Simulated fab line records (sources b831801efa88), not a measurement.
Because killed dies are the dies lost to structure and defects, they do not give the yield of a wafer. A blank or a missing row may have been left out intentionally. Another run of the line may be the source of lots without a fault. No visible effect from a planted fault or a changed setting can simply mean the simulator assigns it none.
Problem report, 8D (eight disciplines) form, completed by code | flow sky130 | the parts of the form that need people (team, actions taken, sign-off) are left out

## 1. WHAT WENT WRONG
Mean SD_N_RS at SKY_SD_N_RS_MEAS_16: 65.75 ohm/sq over 6 wafers in 2 lots; fault-free wafers: 68.59 ohm/sq, standard deviation 0.12. Measured from the usual mean, that is -24 standard deviations.
The step: measures by four-point-probe.
The first sign was on wafer L421.2 at day 32 07:25, on film metro-01. The record holds 33 wafers of 11 lots with a number at this step. Rule for "out" (also "out of limits"): further than 4 standard deviations from the usual mean. The other wafers with a number count as sound.

## 2. WHAT THIS IS AND IS NOT
question                    | is                           | is not
which readings at this step | SD_N_RS                      | -
which lots                  | L421, L423                   | L408, L409, L410, L412, L413, L414, L428, L430, L431
which wafers of those lots  | all that have a number       | -
read on which gauges        | film metro-01, film metro-02 | film metro-03
when                        | from day 32 07:25            | up to then (18 sound wafers); but 9 sound wafers of L428, L430, L431 came after

## 3. WHAT RULES OUT EACH SUSPECT
Counting: any tool at a process step up to the reading is kept as a suspect provided that every lot that is out went through it and no sound lot did after the first of them.
- the gauge at SKY_SD_N_RS_MEAS_16 has been ruled out. 2 gauges (film metro-01, film metro-02) read the wafers that are out.
- rtp anneal-01 at SKY_SD_N_RTA_14 (time 2 s): ruled out as a lasting fault. Following L421 (day 32 07:14), the first lot on it that is out, the sound lots L431 were run on it.
Left after counting: nothing in the record.

## 4. THE CAUSE (what the simulator had put in)
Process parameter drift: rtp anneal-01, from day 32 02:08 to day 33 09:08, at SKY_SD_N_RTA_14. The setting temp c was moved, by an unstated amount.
Counting ruled it out, wrongly: the rule takes a fault to strike every lot that its tool runs from its start on, and this one did not.

## 5. THE CHAIN OF EFFECTS, in route order
Each row: a reading whose mean over the struck wafers that have a number lies more than 3 standard deviations from the usual. Readings are gone through only where the record gives a usual standard deviation; hours: the median, over the lots, of the time from a lot's start at the first step in this table giving one to that lot's start at this step; sigmas: the change measured in usual standard deviations.
hours | step                | reading          | usual        | on struck wafers | change | sigmas
0     | SKY_SD_N_RTA_14     | lamp power pct   | 15.74 %      | 16.03            | +0.29  | +5.5
0     | SKY_SD_N_RTA_14     | wafer_temp_C_max | 1078.2       | 1094.2           | +16.0  | +13
0     | SKY_SD_N_RS_MEAS_16 | SD_N_RS          | 68.59 ohm/sq | 65.75            | -2.84  | -24
3     | SKY_SD_N_RS_MEAS_17 | SD_P_RS          | 147.1 ohm/sq | 133.8            | -13.3  | -40
Its process steps:
- SKY_SD_N_RTA_14: time 2 s.
Later steps that measure or inspect, where all struck wafers having a row at the step show a number for every such reading and not one has moved that far: SKY_CAPM_OVL_MEAS_12.

## 6. HOW IT WOULD HAVE BEEN CAUGHT EARLIER
In this record the first reading out of limits at a measuring or inspecting step was taken at day 32 07:25, 5 hours after the fault began at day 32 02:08.
The tool's own readings at SKY_SD_N_RTA_14 were out on every struck wafer that the step has a row for (wafer_temp_C_max): an alarm limit on them would have fired on the first of those.
